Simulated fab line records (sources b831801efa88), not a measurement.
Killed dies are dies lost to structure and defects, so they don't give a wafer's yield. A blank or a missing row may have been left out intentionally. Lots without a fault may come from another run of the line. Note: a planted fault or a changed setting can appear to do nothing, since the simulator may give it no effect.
Chamber matching -- flow sky130 -- 4 sister chambers for SKY_LI_CONTACT_CMP_02 on cmp-01
The step polishes PSG. 16 wafers are shown with their chamber, then 8 later ones without.

## EACH WAFER AND ITS CHAMBER
wafer,chamber,motorCurrentA (A),timeToEndpointS (s)
L782.2,0,13.5,35.2
L782.3,2,13.8,38.2
L782.4,3,12.7,31.8
L783.3,1,12.1,35.4
L783.5,1,12.6,35.7
L783.6,2,13.0,35.5
L785.1,3,13.8,33.3
L785.3,1,12.9,34.0
L785.5,2,13.1,36.0
L788.2,0,13.2,32.7
L788.3,2,14.3,38.7
L788.6,0,14.7,31.5
L794.1,3,13.9,36.1
L794.2,1,12.5,35.5
L794.6,1,12.3,34.3
L797.2,2,14.7,33.9

SIGNATURES, as means of the wafers listed above
reading,chamber 0,chamber 1,chamber 2,chamber 3,scatter within a chamber
motorCurrentA,13.800,12.480,13.780,13.467,0.626
timeToEndpointS,33.133,34.980,36.460,33.733,1.7
Rule: a wafer's distance from a chamber is the root of the sum, over the readings, of the square of ((its reading less the chamber's mean) divided by the reading's scatter). The wafer belongs to the nearest chamber; if the next one is less than 2 further off, it can't be placed. The scatter: the root of (the sum of the squares of (reading less its chamber's mean) over the shown wafers, divided by (wafers less chambers)).

## WAFERS WITHOUT THEIR CHAMBER
wafer,motorCurrentA (A),timeToEndpointS (s)
L797.5,13.5,26.9
L797.6,12.3,34.8
L801.2,13.4,40.5
L801.4,13.4,37.4
L801.6,13.3,36.0
L802.1,13.8,35.4
L802.4,13.7,35.0
L802.6,12.7,35.7

## THE CHAMBER EACH PASSED THROUGH
wafer,from the rows above,in truth
L797.5,can't be placed: 0 or 3 or 1 or 2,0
L797.6,can't be placed: 1 or 3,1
L801.2,can't be placed: 2 or 1 or 3 or 0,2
L801.4,can't be placed: 2 or 1 or 3 or 0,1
L801.6,can't be placed: 2 or 3 or 1 or 0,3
L802.1,can't be placed: 2 or 3 or 0 or 1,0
L802.4,can't be placed: 3 or 2 or 0 or 1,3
L802.6,can't be placed: 1 or 3 or 2 or 0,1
Placed correctly: 0 of 8. Cannot be placed on the basis of these rows: 8; the candidates contain the true chamber in 8. Placed wrongly: 0.
